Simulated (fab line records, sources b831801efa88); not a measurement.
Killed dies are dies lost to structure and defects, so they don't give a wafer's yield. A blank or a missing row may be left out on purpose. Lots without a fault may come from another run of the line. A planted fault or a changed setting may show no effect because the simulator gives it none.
A struck lot beside a sound one | flow sky130 | 18 steps out of a route of 708
Sound: wafers L864.1, L864.4, L864.6. Struck: wafers L881.3, L881.4, L881.6. The cause comes at the end.
At each step with rows: each side's tool, then ch and its chambers, then its first start. Under that, the readings that differ: sound wafers | struck wafers | difference of the means | sigmas: that difference in standard deviations of wafers without a fault.
alike: readings whose means differ by less than 2 such deviations, and words and numbers that are the same on both sides. not compared: withheld readings, readings that some wafer has no value for, bounds like >300 that may hide the same value, and numbers for which the record gives no deviation and whose values overlap.
The two part at a step that has a row with sigmas, a row that says differs or no value, or rows on one side only. Numbers that don't overlap but have no deviation are shown without sigmas and don't part them. A reading that every wafer of one side lacks parts them only if that side has two wafers or more.

first, 3 steps without rows for these wafers: SKY_VIA1_EXPOSE_09 (exposes mask VIM, target cd 150 nm); SKY_VIA1_PEB_10; SKY_VIA1_DEVELOP_11 (develop time 60 s).
SKY_VIA1_CD_MEAS_12: target cd 150 nm.
  sound on cd_sem-02, day 34 17:31; struck on cd_sem-01, day 39 16:08
  alike: cd_nm
SKY_VIA1_OVL_MEAS_13:
  sound on overlay-02, day 34 17:38; struck on overlay-02, day 39 16:14
  alike: VIA1_OVL
SKY_VIA1_ETCH_14: etches BARC in N2/H2, stops on SiO2, time 45.9 s, target depth 60 nm.
  sound on rie_diel-03 ch 0,1,2, day 34 17:41; struck on rie_diel-01 ch 1,2, day 39 16:15
  alike: drypump_motor_current_A, oes_product_au, rf_fwd_power_W, throttle_valve_pct
  not compared: rf_hours_counter_h
SKY_VIA1_ETCH_15: etches SiO2 in C4F8/O2/Ar, stops on TiN, target depth 351 nm, time 54 s.
  sound on rie_diel-03 ch 0,1,2, day 34 17:43; struck on rie_diel-01 ch 1,2, day 39 16:17
  alike: oes_product_au, rf_fwd_power_W
  not compared: rf_hours_counter_h
SKY_VIA1_STRIP_16: strips in O2/N2.
  sound on plasma_asher-04 ch 0,1, day 34 17:46; struck on plasma_asher-03 ch 0,1, day 39 16:22
  alike: drypump_motor_current_A, oes_product_au, strip_time_to_endpoint_s
  not compared: rf_hours_counter_h
then, 3 steps without rows for these wafers: SKY_VIA1_STRIP_17 (strips in post etch residue remover, time 1200 s); SKY_VIA1_CLEAN_18 (cleans in IPA, time 180 s); SKY_VIA1_CLEAN_19 (cleans in O3/DIW).
SKY_VIA1_SPUTTER_20: material TiN, target thk 20 nm, time 80 s.
  sound on pvd_sputter-02, day 34 18:22; struck on pvd_sputter-02, day 39 16:56
  alike: throttle_valve_pct
SKY_VIA1_CVD_21: deposits W, target thk 270 nm, time 80.902 s.
  sound on cvd_w-01 ch 0, day 34 18:25; struck on cvd_w-01 ch 0,1, day 39 17:01
  reading                            | sound             | struck            | difference | sigmas
  chamber_pressure_Torr (Torr)       | 40.13 39.95 39.99 | 59.87 59.70 59.76 | +19.75     | +99 or more
  model.W_of_VIA1_CVD_21.thk_nm (nm) | 267.8 268.1 265.9 | 323.6 331.8 333.3 | +62.3      |
  alike: heater_power_w
  not compared: since_wet_clean_h
SKY_VIA1_RS_MEAS_22: measures by four-point-probe.
  sound on film_metro-04, day 34 18:31; struck on film_metro-02, day 39 17:08
  reading            | sound             | struck            | difference | sigmas
  VIA1_W_RS (ohm/sq) | 0.430 0.430 0.433 | 0.355 0.346 0.345 | -0.082     | -14
SKY_VIA1_THK_MEAS_23: measures by xrf.
  sound on film_metro-04, day 34 18:38; struck on film_metro-02, day 39 17:14
  reading         | sound       | struck      | difference | sigmas
  VIA1_W_THK (nm) | 261 261 260 | 311 320 323 | +57        | +15
SKY_VIA1_CMP_24: polishes, stops on SiO2, t overpolish 15 s, target thk 0 nm.
  sound on cmp-01 ch 0,1,3, day 34 18:42; struck on cmp-01 ch 1,3, day 39 17:16
  reading                | sound    | struck   | difference | sigmas
  time_to_endpoint_s (s) | 59 62 70 | 74 73 77 | +11        | +2
  alike: motor_current_A
SKY_METAL2_SPUTTER_00: material Ti, target thk 15 nm, time 10 s.
  sound on pvd_sputter-01, day 34 19:00; struck on pvd_sputter-04, day 39 17:34
  alike: throttle_valve_pct
-- the record jumps here: 10 days lie between the struck wafers' starts before and after (it left off in module METAL2 and takes up again in module PAD_OPEN, whose first step shown is number 708 of the route) --
SKY_PAD_OPEN_PROBE_99:
  the record has rows for the struck wafers here (prober-01, day 50 02:48) and none for the sound ones

WHERE THEY PART
First at SKY_VIA1_CVD_21; last, within this record, at SKY_PAD_OPEN_PROBE_99.

WHY: what the simulator had put in
Process parameter drift: cvd_w-01, from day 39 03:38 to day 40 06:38, at SKY_VIA1_CVD_21. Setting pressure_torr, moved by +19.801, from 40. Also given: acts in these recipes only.
